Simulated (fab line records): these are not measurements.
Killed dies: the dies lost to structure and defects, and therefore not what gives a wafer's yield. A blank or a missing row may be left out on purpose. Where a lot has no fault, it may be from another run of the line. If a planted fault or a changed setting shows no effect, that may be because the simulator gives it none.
Which tool did it?	flow sky130	12 lots (36 wafers sampled), 1 step of a 708-step route

## WHAT THE GAUGES READ, wafer by wafer
SKY_CAPM_THK_MEAS_01.
lot	measured	on	CAPM_CVD_00_THK (nm)
L993	day 36 05:59	film_metro-04	15.17 15.36 15.64
L994	day 36 21:14	film_metro-02	15.32 15.24 15.72
L995	day 37 03:10	film_metro-02	15.26 15.62 15.61
L998	day 38 03:05	film_metro-02	15.20 15.26 15.60
L996	day 38 03:34	film_metro-02	15.56 15.04 15.53
L999	day 38 14:46	film_metro-04	15.59 15.50 16.09
L101	day 38 22:48	film_metro-02	15.91 15.41 15.52
L111	day 41 17:22	film_metro-02	14.99 15.20 15.63
L110	day 41 18:41	film_metro-03	15.45 15.34 15.62
L113	day 42 14:00	film_metro-04	15.26 15.41 16.10
L114	day 42 22:52	film_metro-02	15.38 15.41 15.54
L116	day 43 12:53	film_metro-02	15.39 15.14 15.89

## WHICH TOOL RAN EACH LOT (tool, then ch and the chambers of the sampled wafers, then the start)
No process step before these readings appears in the record.

## WHAT THE TOOLS THEMSELVES READ (means of the sampled wafers that have a number; where no wafer has one, the mark that the record gives instead)
The record holds no such reading with a usual standard deviation.

## THE ANSWER, worked out from the rows above alone
Rule: usual is defined by the lots themselves. The widest of any qualifying gaps counts: lots, ordered by their means at a reading, are off when they make up no more than a third of the lots, leave a main group of 4 or more, and stand apart from it by 3 or more times the standard deviation of that group's means. The tables above print the reading to a certain number of digits; a main group whose means all agree to those digits is not used. Also off: a lot with no number at a reading for which 4 or more lots have one. Where the step has rows for the other lots, those lots are counted as sound. Order of review: gauges by route order, followed by the tools' own readings, for which a lot's mean as printed above is used. At the first step where some lot is off, the reading lying furthest off is the one used; lots without a number count as furthest.
None of the lots is off at any reading shown; this tells nothing.

## WHAT THE SIMULATOR HAD INSERTED
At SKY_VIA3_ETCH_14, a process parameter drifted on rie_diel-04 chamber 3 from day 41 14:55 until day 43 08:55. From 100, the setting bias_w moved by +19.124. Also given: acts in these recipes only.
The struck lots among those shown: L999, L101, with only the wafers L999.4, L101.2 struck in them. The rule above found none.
